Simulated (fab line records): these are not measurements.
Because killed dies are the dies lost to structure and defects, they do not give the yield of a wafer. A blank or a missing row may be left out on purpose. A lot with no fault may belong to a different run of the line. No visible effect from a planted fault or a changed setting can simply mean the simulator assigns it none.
fab line records    flow sky130
record: lots: 6  wafers: 16  last-day: 50
route steps=708 shown GATE_OXIDE@200 POLY_GATE@204 RES_PROTECT@206 PAD_OPEN@708
lots that met no fault: taken from a fault-free run of the same line
start-h: hours from the record's first day to the start of the lot's first wafer shown    wait-h: hours since the lot's step before    " unchanged from the row above    L1.1+2: a row that stands for several wafers    - no value, or no start was given    * or withheld: withheld    < > ~ a bound
route shown NAME@n: a module of which the file shows steps, and the number in the route of the first    usual: mean/standard deviation taken from wafers without a fault    same: alike in all rows    chamber/n: place in a boat    sites: the reading at each site    _std_site: the standard deviation of these    _edge_site: outer sites' mean less inner sites'    radius-mm: how far each site lies from the wafer's centre    mask NAME#n: copy n    behind: tool/chamber where the wafer was last shaped    hold: the reason the lot was held/the length of the hold in hours/how it ended    device: the transistor (n, p or np) that didn't switch    end of line: the tests these same wafers got at the end of their route    a step with no rows: only its recipe    killed: the dies lost at the first sort to structure and to defects; this is not the yield of the wafer    map: dies across one wafer; x = killed, . = not, _ = none there
set.NAME: setting as actually run; set.NAME@STEP: the setting as run at that earlier step    model.NAME: the simulator's own value behind a step, which no gauge read
a table for each step, a row for each wafer; lots at some steps of the route
services: from which hour (start-h, from the record's first day; less than 0 if before it) a tool's chamber was out of use, for how many hours, and why
== steps ==
step: SKY_GATE_OXIDE_STRIP_13
recipe: chemistry: O2/N2  power-w: 1400  pressure-mtorr: 1500  platen-temp-c: withheld  o2-flow-sccm: 3000  n2-flow-sccm: 300  overash-fraction: 0.5
usual: drypump-motor-current-A: 5.9/0.35  oes-product-au: 0.715/0.0048  strip-time-to-endpoint-s: 14.19/0.048
lot.wafer  tool             chamber  start-h  wait-h  drypump-motor-current-A  oes-product-au  rf-hours-counter-h  strip-time-to-endpoint-s
L434.3     plasma-asher-02  0        353.09   0.0     6.6                      0.712           -                   14.13
L434.5     "                1        "        "       5.4                      0.716           -                   14.15
L434.6     "                0        "        "       6.6                      0.721           -                   14.16
L440.1     plasma-asher-02  1        402.93   0.0     5.5                      0.714           26                  14.20
L440.3     "                1        "        "       5.4                      0.722           -                   14.21
L440.4     "                0        "        "       6.6                      0.715           -                   14.22
L444.2     plasma-asher-03  0        453.44   0.0     5.8                      0.714           2                   14.22
L444.4     "                1        "        "       6.0                      0.716           -                   14.24
L444.5     "                1        "        "       6.0                      0.726           -                   14.23
L446.2     plasma-asher-03  0        461.91   0.0     5.8                      0.719           3                   14.19
L446.3     "                0        "        "       5.8                      0.706           -                   14.24
L446.5     "                0        "        "       5.8                      0.723           -                   14.18
L451.1     plasma-asher-02  0        491.08   0.0     6.6                      0.708           32                  14.15
L451.5     "                1        "        "       5.5                      0.724           -                   14.11
L452.1     plasma-asher-03  1        504.42   0.0     5.9                      0.719           8                   14.14
L452.5     "                1        "        "       6.0                      0.719           -                   14.21
step: SKY_GATE_OXIDE_TW_MEAS_14
usual: GATE_OXIDE_TW: 223.9/2.1
lot.wafer  tool           chamber  start-h  wait-h  GATE_OXIDE_TW
L434.3     film-metro-03  -        353.17   0.1     221.2
L434.5     "              -        "        "       223.0
L434.6     "              -        "        "       222.3
L440.1     film-metro-04  -        403.03   0.1     225.8
L440.3     "              -        "        "       225.5
L440.4     "              -        "        "       223.7
L444.2     film-metro-03  -        453.55   0.1     221.1
L444.4     "              -        "        "       220.9
L444.5     "              -        "        "       220.9
L446.2     film-metro-03  -        462.02   0.1     221.5
L446.3     "              -        "        "       221.8
L446.5     "              -        "        "       221.7
L451.1     film-metro-04  -        491.18   0.1     226.4
L451.5     "              -        "        "       225.8
L452.1     film-metro-02  -        504.52   0.1     226.8
L452.5     "              -        "        "       226.0
step: SKY_GATE_OXIDE_CLEAN_15
recipe: chemistry: SC1/SC2  mix: 1:4:20  temp-c: 70  time-s: 150  dry: n2-spin
step: SKY_GATE_OXIDE_OXIDATION_16
recipe: temp-c: 800  ambient: O2  idle-temp-c: 700  ramp-up-c-per-min: 10  ramp-down-c-per-min: 3  stabilise-s: 600  purge-s: 300  target-thk-a: 35.7  ox-time-s: 1915
step: SKY_POLY_GATE_CVD_00
recipe: material: poly-Si  target-thk-nm: 180  temp-c: 620  time-s: 720  pressure-mtorr: 200
step: SKY_POLY_GATE_THK_MEAS_01
recipe: reads: poly-Si_of_POLY_GATE_CVD_00
usual: POLY_GATE_CVD_00_THK: 179.7/1.8
lot.wafer  tool           chamber  start-h  wait-h  POLY_GATE_CVD_00_THK[nm]
L434.3     film-metro-03  -        362.66   0.0     181.2
L434.5     "              -        "        "       179.1
L434.6     "              -        "        "       178.4
L440.1     film-metro-02  -        406.64   0.0     179.7
L440.3     "              -        "        "       180.2
L440.4     "              -        "        "       179.4
L444.2     film-metro-01  -        456.39   0.0     180.5
L444.4     "              -        "        "       178.7
L444.5     "              -        "        "       180.2
L446.2     film-metro-03  -        465.14   0.0     181.6
L446.3     "              -        "        "       183.9
L446.5     "              -        "        "       180.0
L451.1     film-metro-03  -        494.03   0.0     181.6
L451.5     "              -        "        "       183.9
L452.1     film-metro-02  -        507.37   0.0     179.8
L452.5     "              -        "        "       179.3
step: SKY_RES_PROTECT_DEHYDRATE_00
recipe: temp-c: 200  time-s: 60
step: SKY_RES_PROTECT_HMDS_01
recipe: prime-time-s: 60  prime-temp-c: 120
step: SKY_RES_PROTECT_COAT_02
recipe: resist: NOVOLAK  spin-rpm: 3000  resist-thk-nm: 1140
step: SKY_RES_PROTECT_SOFTBAKE_03
recipe: temp-c: 90  time-s: 60  resist: NOVOLAK
step: SKY_RES_PROTECT_EXPOSE_04
recipe: mask-id: RPM  na: 0.6  source-shape: conventional  sigma-outer: 0.6  polarization: unpolarized  target-cd-nm: 1270  dose-mj: 131
step: SKY_RES_PROTECT_PEB_05
recipe: temp-c: withheld  time-s: *  resist: NOVOLAK
step: SKY_RES_PROTECT_DEVELOP_06
recipe: resist: NOVOLAK  developer: TMAH  develop-time-s: 60  dev-temp-c: 23
lot.wafer   tool            chamber  start-h  wait-h
L434.3+5+6  litho-track-03  0        390.86   0.1
L440.1+3+4  litho-track-03  0        436.56   0.1
L444.2+4+5  litho-track-04  0        486.39   0.1
L446.2+3+5  litho-track-01  0        495.68   0.1
L451.1+5    litho-track-03  0        524.41   0.1
L452.1+5    litho-track-03  0        537.06   0.1
step: SKY_POLY_GATE_IMPLANT_02
recipe: species: P  energy-kev: 30  dose-cm2: 7.7e+15  tilt-deg: 0
step: SKY_RES_PROTECT_STRIP_07
recipe: chemistry: O2/N2  power-w: 1400  pressure-mtorr: 1500  platen-temp-c: withheld  o2-flow-sccm: 3000  n2-flow-sccm: 300  overash-fraction: 0.5
usual: drypump-motor-current-A: 5.78/0.21  oes-product-au: 0.519/0.0045  strip-time-to-endpoint-s: 23.32/0.039
lot.wafer  tool             chamber  start-h  wait-h  drypump-motor-current-A  oes-product-au  rf-hours-counter-h  strip-time-to-endpoint-s
L434.3     plasma-asher-03  0        391.15   0.1     5.81                     0.525           -                   23.28
L434.5     "                1        "        "       5.96                     0.516           -                   23.32
L434.6     "                0        "        "       5.82                     0.524           -                   23.26
L440.1     plasma-asher-01  0        436.86   0.1     5.29                     0.518           66                  23.33
L440.3     "                0        "        "       5.23                     0.521           -                   23.33
L440.4     "                1        "        "       5.76                     0.528           -                   23.30
L444.2     plasma-asher-01  1        486.67   0.1     5.75                     0.516           71                  23.32
L444.4     "                1        "        "       5.72                     0.516           -                   23.32
L444.5     "                0        "        "       5.27                     0.523           -                   23.33
L446.2     plasma-asher-01  1        495.95   0.1     5.79                     0.521           72                  23.33
L446.3     "                0        "        "       5.25                     0.518           -                   23.33
L446.5     "                1        "        "       5.74                     0.508           -                   23.33
L451.1     plasma-asher-03  1        524.71   0.1     5.93                     0.513           10                  23.29
L451.5     "                1        "        "       5.95                     0.519           -                   23.27
L452.1     plasma-asher-03  1        537.36   0.1     5.96                     0.517           11                  23.23
L452.5     "                0        "        "       5.80                     0.521           -                   23.25
step: SKY_RES_PROTECT_TW_MEAS_08
usual: POLY_GATE_TW: 4024/35
lot.wafer  tool           chamber  start-h  wait-h  POLY_GATE_TW
L434.3     film-metro-03  -        391.23   0.1     3989
L434.5     "              -        "        "       4003
L434.6     "              -        "        "       3992
L440.1     film-metro-04  -        436.96   0.1     4100
L440.3     "              -        "        "       4089
L440.4     "              -        "        "       4079
L444.2     film-metro-01  -        486.78   0.1     4019
L444.4     "              -        "        "       4031
L444.5     "              -        "        "       4031
L446.2     film-metro-03  -        496.06   0.1     4010
L446.3     "              -        "        "       4018
L446.5     "              -        "        "       4019
L451.1     film-metro-01  -        524.81   0.1     30
L451.5     "              -        "        "       4000
L452.1     film-metro-04  -        537.46   0.1     30
L452.5     "              -        "        "       4080
step: SKY_RES_PROTECT_CLEAN_09
recipe: chemistry: SC1/SC2  mix: 1:4:20  temp-c: 70  time-s: 150  dry: n2-spin
step: SKY_PAD_OPEN_PROBE_99
usual: killed_at_M0_to_M3: 45/7.3  killed_at_M4_up: 3.2/1.8  killed-at-contacts: 25/5.5  killed-at-front-end: 15/4.2  killed-at-other: 0.3/0.69  killed-dies: 89/9.4  killed-open: 49/6.6  killed-short: 40/6.4
same: gross-dies: 492  killed-at-back-side: 0
lot.wafer  tool       chamber  start-h  wait-h  killed_at_M0_to_M3  killed_at_M4_up  killed-at-contacts  killed-at-front-end  killed-at-other  killed-dies  killed-open  killed-short
L434.3     prober-02  -        1109.02  0.2     51                  4                21                  16                   0                92           57           35
L434.5     prober-02  -        1109.12  0.2     40                  2                28                  20                   0                90           51           38
L434.6     prober-02  -        1109.17  0.2     37                  1                22                  15                   0                75           39           36
L444.2     prober-01  -        1167.81  0.1     55                  3                27                  9                    0                94           55           39
L446.2     prober-01  -        1177.21  0.1     48                  2                21                  29                   0                100          52           48
L446.3     prober-01  -        1177.26  0.2     46                  1                24                  12                   1                84           42           42
L446.5     prober-01  -        1177.36  0.2     49                  6                15                  18                   0                88           44           44
killed by level:class
L434.3 VIA1:geometric-particle:open=14 VIA3:geometric-particle:open=14 CONTACT:geometric-particle:open=10 VIA1:geometric-particle:short=6 FIELD_ISO:geometric-particle:open=5 POLY_GATE:geometric-particle:open=4 LOCAL_INTERCONNECT:geometric-particle:short=4 CONTACT:geometric-particle:short=4
L434.5 CONTACT:geometric-particle:open=13 VIA3:geometric-particle:open=13 POLY_GATE:geometric-particle:short=7 LI_CONTACT:geometric-particle:open=7 VIA1:geometric-particle:open=6 METAL2:geometric-particle:short=6 FIELD_ISO:geometric-particle:open=4 FIELD_ISO:geometric-particle:short=3
L434.6 CONTACT:geometric-particle:open=10 METAL2:geometric-particle:short=10 VIA1:geometric-particle:open=7 CONTACT:geometric-particle:short=5 VIA1:geometric-particle:short=5 POLY_CUT:geometric-particle:open=4 VIA3:geometric-particle:open=4 FIELD_ISO:geometric-particle:short=3
L444.2 LI_CONTACT:geometric-particle:open=12 VIA1:geometric-particle:open=10 VIA2:geometric-particle:open=9 CONTACT:geometric-particle:open=9 METAL1:geometric-particle:short=8 METAL2:geometric-particle:short=7 VIA3:geometric-particle:open=6 POLY_GATE:geometric-particle:short=4
L446.2 FIELD_ISO:geometric-particle:short=9 CONTACT:geometric-particle:open=9 VIA1:geometric-particle:open=8 VIA1:geometric-particle:short=7 POLY_GATE:geometric-particle:open=6 METAL1:geometric-particle:short=6 VIA3:geometric-particle:open=6 LI_CONTACT:geometric-particle:open=5
L446.3 METAL1:geometric-particle:short=10 CONTACT:geometric-particle:open=9 VIA1:geometric-particle:open=6 VIA3:geometric-particle:open=6 LI_CONTACT:geometric-particle:short=5 LI_CONTACT:geometric-particle:open=5 CONTACT:geometric-particle:short=5 VIA1:geometric-particle:short=5
L446.5 VIA3:geometric-particle:short=7 VIA3:geometric-particle:open=7 FIELD_ISO:geometric-particle:short=6 VIA1:geometric-particle:open=6 VIA1:geometric-particle:short=6 VIA2:geometric-particle:open=6 LI_CONTACT:geometric-particle:open=5 CONTACT:geometric-particle:open=5
== services ==
tool             chamber  start-h  hours  kind
plasma-asher-01  -        401.25   3.0    repair
plasma-asher-03  -        409.29   1.7    repair
plasma-asher-02  -        420.11   7.4    repair
plasma-asher-03  -        421.25   9.0    pm
plasma-asher-03  0        421.25   9.0    vent-cycle
plasma-asher-03  1        421.25   9.0    vent-cycle
plasma-asher-03  0        430.25   -      clean
plasma-asher-03  1        430.25   -      clean
plasma-asher-02  -        448.04   21.6   pm
plasma-asher-02  -        485.15   2.9    repair
litho-track-01   -        521.63   -      consumable-replace:filter
== key ==
first-sign: step: SKY_RES_PROTECT_TW_MEAS_08  reading: POLY_GATE_TW  direction: down  sigmas: 99+  usual: 4024  struck: 30
effect none on later readings
met-at SKY_RES_PROTECT_DEVELOP_06
struck-wafers L451.1,L452.1
tester-left-out L451,L452
onset-between 436.56 524.41
fault: kind: process-parameter-drift  tool: litho-track-03  chamber: -  onset-h: 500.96  steps: SKY_RES_PROTECT_DEVELOP_06  channel: develop-time-s  offset: *  shape: step  end-h: 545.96  scope: struck-wafers-only  acts-in: *  stated: *
tester-left-out: of these lots the tester's yield and bins aren't shown, on N5 and GAA mostly nor the transistor test; their killed dies are dies lost to structure and defects alone, not to doping, threshold or leakage, so they don't give the yield
